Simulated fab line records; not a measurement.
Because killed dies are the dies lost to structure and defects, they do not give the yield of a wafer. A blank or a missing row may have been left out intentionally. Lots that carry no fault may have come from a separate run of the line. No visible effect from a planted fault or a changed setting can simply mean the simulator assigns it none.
fab line records ; flow sfqLine
record lots=6; wafers=18; lastDay=83
route steps=325 shown M4@155 I4@163
lots that met no fault: taken from a fault-free run of the same line
startH: start of the lot's first displayed wafer, in hours after the record's first day ; waitH: hours elapsed since this lot's preceding step ; " as in the row above ; L1.1+2: a single row standing in for several wafers ; - no value present, or no start provided ; * or withheld: withheld ; < > ~ a bound
route shown NAME@n: NAME is a module with steps in the file, n the number in the route of the first one ; usual: mean/standard deviation taken from wafers without a fault ; same: alike in all rows ; chamber/n: place in a boat ; sites: each site's reading ; _std_site: standard deviation across them ; _edge_site: mean of outer sites minus mean of inner sites ; radiusMm: for every site, how far away it sits from the centre of the wafer ; mask NAME#n: copy n ; behind: the last tool/chamber to shape the wafer ; hold: the reason the lot was held/the length of the hold in hours/how it ended ; device: names the non-switching transistor (n, p or np) ; end of line: the same wafers' tests at the end of the route ; a step without rows: its recipe alone ; killed: dies that structure and defects cost at the first sort, which is not the same as the wafer's yield ; map: shows each die of a wafer: x if killed, . if not, _ if none is there
set.NAME: setting as actually run; set.NAME@STEP: the setting as run at that earlier step ; model.NAME: the simulator's own value behind a step, which no gauge read
lots at some steps of the route; a table a step, a row a wafer
services: from which hour (startH, from the record's first day; less than 0 if before it) a tool's chamber was out of use, for how many hours, and why
## steps
# step SFQ_TRILAYER_M4_LITHO_EXPOSE_094
# recipe maskId=M4; na=0.6; sourceShape=conventional; sigmaOuter=0.65; targetCdNm=500; doseMj=14.4
# step SFQ_TRILAYER_M4_LITHO_PEB_096
# recipe pebTempC=115; pebTimeS=60; resist=KrF
# step SFQ_TRILAYER_M4_LITHO_DEVELOP_095
# recipe timeS=60; resist=KrF
# step SFQ_M4_OVL_MEAS_926
# usual M4_OVL=-1/5.8
lot.wafer;tool;chamber;startH;waitH;M4_OVL[nm]
L592.1;overlay-01;-;800.82;0.1;-13
L592.2;overlay-01;-;800.82;0.1;0
L592.6;overlay-01;-;800.82;0.1;3
L599.3;overlay-01;-;883.35;0.1;-5
L599.4;overlay-01;-;883.35;0.1;5
L599.5;overlay-01;-;883.35;0.1;-9
L601.1;overlay-02;-;911.04;0.1;7
L601.4;overlay-02;-;911.04;0.1;-9
L601.6;overlay-02;-;911.04;0.1;-10
L603.2;overlay-02;-;919.25;0.1;-8
L603.5;overlay-02;-;919.25;0.1;0
L603.6;overlay-02;-;919.25;0.1;-5
L610.1;overlay-02;-;1115.89;0.1;-2
L610.2;overlay-02;-;1115.89;0.1;-2
L610.6;overlay-02;-;1115.89;0.1;2
L611.1;overlay-02;-;1120.69;0.1;-2
L611.3;overlay-02;-;1120.69;0.1;-3
L611.6;overlay-02;-;1120.69;0.1;-5
# step SFQ_TRILAYER_M4_BARC_OPEN_METAL_ETCH_123
# recipe maskMaterial=PR; chemistry=O2; targetDepthNm=125; target=BARC; icpW=600; biasW=80; pressureMtorr=10; timeS=41.7
# usual drypumpMotorCurrentA=5.30/0.16; oesProductAu=0.685/0.0047
lot.wafer;tool;chamber;startH;waitH;drypumpMotorCurrentA;oesProductAu;rfHoursCounterH
L592.1;rieMetal-01;0;800.86;0.0;5.21;0.687;6
L592.2;rieMetal-01;1;800.86;0.0;5.60;0.683;148
L592.6;rieMetal-01;0;800.86;0.0;5.19;0.681;-
L599.3;rieMetal-02;1;883.39;0.0;5.29;0.696;-
L599.4;rieMetal-02;0;883.39;0.0;5.30;0.689;-
L599.5;rieMetal-02;1;883.39;0.0;5.27;0.686;-
L601.1;rieMetal-04;1;911.08;0.0;5.42;0.685;77
L601.4;rieMetal-04;0;911.08;0.0;5.00;0.692;-
L601.6;rieMetal-04;1;911.08;0.0;5.44;0.684;-
L603.2;rieMetal-04;1;919.28;0.0;5.48;0.681;79
L603.5;rieMetal-04;0;919.28;0.0;5.03;0.688;-
L603.6;rieMetal-04;1;919.28;0.0;5.45;0.680;-
L610.1;rieMetal-01;0;1115.92;0.0;5.20;0.679;58
L610.2;rieMetal-01;1;1115.92;0.0;5.61;0.680;38
L610.6;rieMetal-01;1;1115.92;0.0;5.61;0.672;-
L611.1;rieMetal-04;1;1120.72;0.0;5.45;0.681;109
L611.3;rieMetal-04;1;1120.72;0.0;5.42;0.682;-
L611.6;rieMetal-04;0;1120.72;0.0;5.04;0.686;-
# step SFQ_TRILAYER_M4_ETCH_METAL_ETCH_096
# recipe target=Nb; stopOn=SiO2; maskMaterial=PR; chemistry=Cl2/Ar; targetDepthNm=240; icpW=600; biasW=80; pressureMtorr=10; timeS=120
# step SFQ_TRILAYER_M4_STRIP_STRIP_097
# recipe gas=O2; powerW=200; platenTempC=40; overashFraction=0.65; chemistry=O2; pressureMtorr=50
# usual drypumpMotorCurrentA=5.30/0.15; oesProductAu=1.000/0.0083
lot.wafer;tool;chamber;startH;waitH;drypumpMotorCurrentA;oesProductAu;rfHoursCounterH
L592.1;rieMetal-01;0;801.04;0.1;5.20;1.003;6
L592.2;rieMetal-01;1;801.04;0.1;5.63;0.987;148
L592.6;rieMetal-01;0;801.04;0.1;5.19;1.001;-
L599.3;rieMetal-02;1;883.76;0.2;5.28;0.990;-
L599.4;rieMetal-02;0;883.76;0.2;5.28;0.993;-
L599.5;rieMetal-02;1;883.76;0.2;5.27;0.997;-
L601.1;rieMetal-04;1;911.26;0.1;5.45;1.010;78
L601.4;rieMetal-04;0;911.26;0.1;5.02;1.003;-
L601.6;rieMetal-04;1;911.26;0.1;5.44;1.002;-
L603.2;rieMetal-04;1;919.47;0.1;5.47;1.000;80
L603.5;rieMetal-04;0;919.47;0.1;5.01;1.006;-
L603.6;rieMetal-04;1;919.47;0.1;5.45;1.004;-
L610.1;rieMetal-01;0;1116.11;0.1;5.20;1.006;59
L610.2;rieMetal-01;1;1116.11;0.1;5.62;0.996;39
L610.6;rieMetal-01;1;1116.11;0.1;5.60;1.008;-
L611.1;rieMetal-04;1;1120.91;0.1;5.44;0.997;110
L611.3;rieMetal-04;1;1120.91;0.1;5.44;0.995;-
L611.6;rieMetal-04;0;1120.91;0.1;5.04;0.996;-
# step SFQ_TRILAYER_M4_STRIP_SOLV_CLEAN_098
# recipe chemistry=NMP; tempC=70; timeS=600
# step SFQ_TRILAYER_I4_DEP_PECVD_099
# recipe material=SiO2; tempC=150; timeS=111.11; pressureTorr=2.4; rfW=183.3; precursor=SiH4/N2O; targetThkNm=500
# usual heaterPowerW=81/11; throttleValvePct=24.8/1.1
lot.wafer;tool;chamber;startH;waitH;heaterPowerW;throttleValvePct
L592.1;pecvd-03;1;801.83;0.0;81;25.2
L592.2;pecvd-03;0;801.83;0.0;59;25.9
L592.6;pecvd-03;2;801.83;0.0;88;26.6
L599.3;pecvd-03;1;884.36;0.0;82;24.9
L599.4;pecvd-03;0;884.36;0.0;69;25.6
L599.5;pecvd-03;1;884.36;0.0;81;24.9
L601.1;pecvd-01;1;912.04;0.0;79;24.1
L601.4;pecvd-01;2;912.04;0.0;82;24.5
L601.6;pecvd-01;0;912.04;0.0;74;23.8
L603.2;pecvd-03;1;920.24;0.0;68;24.9
L603.5;pecvd-03;2;920.24;0.0;71;26.5
L603.6;pecvd-03;1;920.24;0.0;73;25.2
L610.1;pecvd-04;1;1116.88;0.0;120;25.9
L610.2;pecvd-04;0;1116.88;0.0;76;26.9
L610.6;pecvd-04;1;1116.88;0.0;115;25.9
L611.1;pecvd-03;0;1121.68;0.0;73;23.4
L611.3;pecvd-03;1;1121.68;0.0;97;23.8
L611.6;pecvd-03;2;1121.68;0.0;84;23.9
# step SFQ_TRILAYER_I4_CMP_CMP_100
# recipe material=SiO2; downForcePsi=3; platenRpm=60; padVelocityMS=0.94248
# usual headPressurePsi=3.000/0.0058; motorCurrentA=9.5/0.71; slurryFilterDpKPa=13.51/0.15; timeToEndpointS=216/6.6
lot.wafer;tool;chamber;startH;waitH;headPressurePsi;motorCurrentA;slurryFilterDpKPa;timeToEndpointS
L592.2;cmp-01;0;802.41;0.5;3.005;9.2;13.68;216
L592.1;cmp-01;1;802.41;0.5;2.998;10.0;13.48;216
L592.6;cmp-01;3;803.91;2.0;2.998;10.4;13.58;218
L599.4;cmp-01;1;891.09;6.6;3.002;10.2;13.54;224
L599.3;cmp-01;2;891.09;6.6;3.004;10.0;13.45;219
L599.5;cmp-01;0;892.59;8.1;3.004;8.8;13.54;225
L601.1;cmp-01;2;915.09;3.0;2.996;9.6;13.62;219
L601.4;cmp-01;0;916.09;4.0;3.002;8.9;13.63;219
L601.6;cmp-01;1;916.09;4.0;2.997;9.9;13.86;227
L603.2;cmp-01;3;929.59;9.3;3.002;10.8;13.49;212
L603.6;cmp-01;3;931.59;11.3;3.002;10.6;13.52;215
L603.5;cmp-01;0;931.59;11.3;2.996;9.1;13.53;218
L610.1;cmp-02;2;1118.27;1.4;3.009;8.9;13.87;202
L610.2;cmp-02;3;1118.27;1.4;3.006;8.4;13.74;218
L610.6;cmp-02;0;1118.27;1.4;3.004;8.9;13.49;221
L611.1;cmp-01;1;1122.86;1.1;3.009;10.1;13.39;217
L611.3;cmp-01;3;1123.86;2.1;2.996;10.5;13.62;218
L611.6;cmp-01;0;1123.86;2.1;2.997;9.1;13.56;227
# step SFQ_I4_BOW_MEAS_927
# recipe mode=bow
# usual I4_BOW=4/8.8
lot.wafer;tool;chamber;startH;waitH;I4_BOW[um]
L592.1;filmMetro-04;-;804.91;1.5;3
L592.2;filmMetro-04;-;804.91;1.5;4
L592.6;filmMetro-04;-;804.91;1.5;8
L599.3;filmMetro-04;-;893.63;1.5;-1
L599.4;filmMetro-04;-;893.63;1.5;1
L599.5;filmMetro-04;-;893.63;1.5;-12
L601.1;filmMetro-04;-;917.59;2.0;7
L601.4;filmMetro-04;-;917.59;2.0;0
L601.6;filmMetro-04;-;917.59;2.0;6
L603.2;filmMetro-04;-;932.61;2.5;17
L603.5;filmMetro-04;-;932.61;2.5;9
L603.6;filmMetro-04;-;932.61;2.5;19
L610.1;filmMetro-03;-;1120.27;1.5;-6
L610.2;filmMetro-03;-;1120.27;1.5;3
L610.6;filmMetro-03;-;1120.27;1.5;-6
L611.1;filmMetro-03;-;1125.36;2.0;-4
L611.3;filmMetro-03;-;1125.36;2.0;8
L611.6;filmMetro-03;-;1125.36;2.0;-6
# step SFQ_TRILAYER_I4_METRO_MEASURE_101
# step SFQ_TRILAYER_I4_VIA_LITHO_COAT_108
# recipe resist=BARC; spinRpm=3000; resistThkNm=62
# usual spinSpeedRpm=2999.9/2
lot.wafer;tool;chamber;startH;waitH;spinSpeedRpm;model.BARC_of_TRILAYER_I4_VIA_LITHO_COAT_108.thkNm
L592.1;lithoTrack-04;0;806.23;1.0;2998.2;62.17
L592.2;lithoTrack-04;0;806.23;1.0;2997.4;62.38
L592.6;lithoTrack-04;0;806.23;1.0;2997.8;62.39
L599.3;lithoTrack-03;0;895.01;0.7;3003.7;62.01
L599.4;lithoTrack-03;0;895.01;0.7;3001.6;61.84
L599.5;lithoTrack-03;0;895.01;0.7;3000.6;62.02
L601.1;lithoTrack-03;0;918.91;1.0;3002.0;62.65
L601.4;lithoTrack-03;0;918.91;1.0;3001.4;62.23
L601.6;lithoTrack-03;0;918.91;1.0;3002.6;61.99
L603.2;lithoTrack-01;0;933.96;0.8;2996.7;62.3
L603.5;lithoTrack-01;0;933.96;0.8;2999.0;62.16
L603.6;lithoTrack-01;0;933.96;0.8;2997.6;62.04
L610.1;lithoTrack-04;0;1121.59;1.0;2911.4;63.01
L610.2;lithoTrack-04;0;1121.59;1.0;2907.3;63.07
L610.6;lithoTrack-04;0;1121.59;1.0;2912.5;62.9
L611.1;lithoTrack-04;0;1126.68;1.0;2914.8;63.29
L611.3;lithoTrack-04;0;1126.68;1.0;2912.8;63.4
L611.6;lithoTrack-04;0;1126.68;1.0;2910.6;63.12
# step SFQ_TRILAYER_I4_VIA_LITHO_COAT_103
# recipe resist=KrF; spinRpm=2974; resistThkNm=650
# step SFQ_TRILAYER_I4_VIA_LITHO_SOFTBAKE_107
# recipe tempC=withheld; timeS=withheld; resist=KrF
# step SFQ_TRILAYER_I4_VIA_LITHO_EXPOSE_104
# recipe maskId=I4; na=0.6; sourceShape=conventional; sigmaOuter=0.65; targetCdNm=700; doseMj=21.3
# step SFQ_TRILAYER_I4_VIA_LITHO_PEB_106
# recipe pebTempC=115; pebTimeS=60; resist=KrF
# step SFQ_TRILAYER_I4_VIA_LITHO_DEVELOP_105
# recipe timeS=60; resist=KrF
# step SFQ_I4_OVL_MEAS_928
# usual I4_OVL=0/5.2
lot.wafer;tool;chamber;startH;waitH;I4_OVL[nm]
L592.1;overlay-01;-;955.25;0.1;-6
L592.2;overlay-01;-;955.25;0.1;1
L592.6;overlay-01;-;955.25;0.1;-8
L599.3;overlay-02;-;1043.90;0.1;-3
L599.4;overlay-02;-;1043.90;0.1;0
L599.5;overlay-02;-;1043.90;0.1;2
L601.1;overlay-02;-;1059.49;0.1;-2
L601.4;overlay-02;-;1059.49;0.1;1
L601.6;overlay-02;-;1059.49;0.1;-1
L603.2;overlay-01;-;1075.09;0.1;0
L603.5;overlay-01;-;1075.09;0.1;8
L603.6;overlay-01;-;1075.09;0.1;4
L610.1;overlay-02;-;1125.40;0.1;10
L610.2;overlay-02;-;1125.40;0.1;8
L610.6;overlay-02;-;1125.40;0.1;8
L611.1;overlay-01;-;1131.40;0.1;4
L611.3;overlay-01;-;1131.40;0.1;2
L611.6;overlay-01;-;1131.40;0.1;-2
# step SFQ_TRILAYER_I4_VIA_BARC_OPEN_VIA_ETCH_146
# recipe maskMaterial=PR; chemistry=O2; targetDepthNm=125; target=BARC; sourceW=500; biasW=80; pressureMtorr=30; timeS=41.7
# usual drypumpMotorCurrentA=5.76/0.29; oesProductAu=0.685/0.0047
lot.wafer;tool;chamber;startH;waitH;drypumpMotorCurrentA;oesProductAu;rfHoursCounterH;model.etch.depthNm
L592.1;rieDiel-04;1;955.28;0.0;6.05;0.684;5;62.17
L592.2;rieDiel-04;2;955.28;0.0;5.97;0.681;16;62.38
L592.6;rieDiel-04;3;955.28;0.0;5.91;0.689;-;62.39
L599.3;rieDiel-02;1;1043.92;0.0;5.97;0.687;15;62.01
L599.4;rieDiel-02;0;1043.92;0.0;5.56;0.682;12;61.84
L599.5;rieDiel-02;1;1043.92;0.0;5.97;0.686;-;62.02
L601.1;rieDiel-02;2;1059.52;0.0;5.28;0.688;4;62.65
L601.4;rieDiel-02;1;1059.52;0.0;5.95;0.682;15;62.23
L601.6;rieDiel-02;0;1059.52;0.0;5.59;0.681;-;61.99
L603.2;rieDiel-04;2;1075.12;0.0;5.97;0.677;17;62.3
L603.5;rieDiel-04;0;1075.12;0.0;5.51;0.680;-;62.16
L603.6;rieDiel-04;3;1075.12;0.0;5.94;0.688;-;62.04
L610.1;rieDiel-02;0;1125.43;0.0;5.53;0.693;13;63.01
L610.2;rieDiel-02;1;1125.43;0.0;5.97;0.684;17;63.07
L610.6;rieDiel-02;1;1125.43;0.0;5.96;0.687;-;62.9
L611.1;rieDiel-01;1;1131.43;0.0;5.58;0.689;15;63.29
L611.3;rieDiel-01;2;1131.43;0.0;5.57;0.691;14;63.4
L611.6;rieDiel-01;3;1131.43;0.0;5.69;0.689;-;63.12
# step SFQ_TRILAYER_I4_VIA_ETCH_VIA_ETCH_106
# recipe target=SiO2; stopOn=Nb; maskMaterial=PR; taperDeg=20; chemistry=CHF3; targetDepthNm=260; sourceW=500; biasW=80; pressureMtorr=30; timeS=withheld
# usual drypumpMotorCurrentA=5.76/0.29; oesProductAu=0.855/0.005
lot.wafer;tool;chamber;startH;waitH;drypumpMotorCurrentA;oesProductAu
L592.1;rieDiel-04;1;955.32;0.0;6.05;0.858
L592.2;rieDiel-04;2;955.32;0.0;5.96;0.857
L592.6;rieDiel-04;3;955.32;0.0;5.92;0.850
L599.3;rieDiel-02;1;1043.96;0.0;5.97;0.859
L599.4;rieDiel-02;0;1043.96;0.0;5.59;0.860
L599.5;rieDiel-02;1;1043.96;0.0;5.97;0.861
L601.1;rieDiel-02;2;1059.56;0.0;5.31;0.859
L601.4;rieDiel-02;1;1059.56;0.0;5.97;0.850
L601.6;rieDiel-02;0;1059.56;0.0;5.53;0.861
L603.2;rieDiel-04;2;1075.16;0.0;5.98;0.865
L603.5;rieDiel-04;0;1075.16;0.0;5.48;0.858
L603.6;rieDiel-04;3;1075.16;0.0;5.91;0.850
L610.1;rieDiel-02;0;1125.47;0.0;5.59;0.851
L610.2;rieDiel-02;1;1125.47;0.0;5.97;0.853
L610.6;rieDiel-02;1;1125.47;0.0;5.98;0.841
L611.1;rieDiel-01;1;1131.47;0.0;5.59;0.859
L611.3;rieDiel-01;2;1131.47;0.0;5.54;0.858
L611.6;rieDiel-01;3;1131.47;0.0;5.68;0.853
## services
tool;chamber;startH;hours;kind
rieDiel-04;0;793.62;4.8;repair
rieDiel-02;-;802.90;28.1;pm
rieMetal-04;-;810.85;1.4;pm
rieDiel-04;1;811.91;8.8;repair
rieMetal-04;-;816.94;14.6;pm
cmp-01;-;831.12;0.3;repair
rieDiel-02;-;838.25;1.1;repair
rieDiel-02;3;841.34;23.0;repair
cmp-01;-;852.54;7.0;pm
rieDiel-02;2;863.13;4.4;repair
rieDiel-02;1;885.46;10.5;repair
cmp-01;-;886.77;3.8;repair
rieDiel-02;3;899.40;4.5;repair
cmp-01;-;908.82;0.5;repair
cmp-01;-;932.59;5.1;pm
rieDiel-02;0;983.64;6.1;repair
rieDiel-02;2;991.13;27.9;repair
rieDiel-02;0;1032.86;7.5;repair
rieMetal-04;-;1063.70;2.8;pm
cmp-01;-;1064.76;11.8;pm
rieDiel-02;1;1071.80;4.3;repair
cmp-01;-;1080.26;0.5;repair
cmp-01;-;1091.18;4.0;pm
cmp-01;-;1096.67;2.5;repair
## key
firstSign step=SFQ_TRILAYER_I4_VIA_LITHO_COAT_108; reading=spinSpeedRpm; direction=down; sigmas=44; usual=2999.9; struck=2911.6
effect none on later readings
modelEffect step=SFQ_TRILAYER_I4_VIA_LITHO_COAT_108; value=BARC_of_TRILAYER_I4_VIA_LITHO_COAT_108.thkNm; without=62.2; struck=63.13
modelEffect step=SFQ_TRILAYER_I4_VIA_BARC_OPEN_VIA_ETCH_146; value=etch.depthNm; without=62.2; struck=63.13
metAt SFQ_TRILAYER_I4_VIA_LITHO_COAT_108
struckWafers L610.1,L610.2,L610.6,L611.1,L611.3,L611.6
onsetBetween 806.23 1121.59
fault kind=processParameterDrift; tool=lithoTrack-04; chamber=-; onsetH=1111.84; steps=SFQ_TRILAYER_I4_VIA_LITHO_COAT_108; channel=spinRpm; offset=-88.273; shape=step; endH=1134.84; actsIn=theseRecipesOnly; stated=3000
